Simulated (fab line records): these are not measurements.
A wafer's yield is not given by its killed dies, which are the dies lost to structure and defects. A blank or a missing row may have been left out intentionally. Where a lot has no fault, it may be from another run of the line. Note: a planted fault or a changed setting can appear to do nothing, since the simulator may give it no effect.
Chamber matching | flow sfqLine | SFQ_TRILAYER_A5B_CMP_CMP_130 on cmp-01 has 4 sister chambers
The step polishes, stops on Nb, target thk 340.7 nm. 4 wafers are shown with their chamber, then 9 later ones without.

## EACH WAFER AND ITS CHAMBER
wafer  | chamber | motorCurrentA (A)
L268.3 | 1       | 12.1
L275.4 | 3       | 11.1
L279.4 | 0       | 9.4
L279.6 | 2       | 11.4

## WAFERS WHOSE CHAMBER IS MISSING
wafer  | motorCurrentA (A)
L281.3 | 9.2
L281.1 | 11.1
L281.2 | 11.6
L283.1 | 11.8
L283.2 | 9.5
L283.3 | 11.1
L285.3 | 9.4
L285.5 | 11.3
L285.6 | 11.4

## WHICH CHAMBER EACH ONE RAN IN
wafer  | from the rows above     | in truth
L281.3 | 0                       | 0
L281.1 | 3                       | 3
L281.2 | 2                       | 2
L283.1 | can't be placed: 1 or 2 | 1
L283.2 | 0                       | 0
L283.3 | 3                       | 3
L285.3 | 0                       | 0
L285.5 | can't be placed: 2 or 3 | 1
L285.6 | 2                       | 2
7 of 9 placed correctly. Can't be placed from these rows: 2 (the true chamber is among the candidates in 1). Placed wrongly: 0.
How it was worked out, from the rows above alone: a wafer's distance from a chamber is the root of the sum, over the readings, of the square of ((its reading less the chamber's mean) divided by the reading's scatter). If the next closest chamber is less than 2 further off than the closest, the wafer can't be placed; otherwise it belongs to the closest. The mean given for a chamber averages the wafers shown for that chamber. The scatter: root of mean squared gap, hidden wafer to nearest shown wafer, with one shown wafer a chamber.
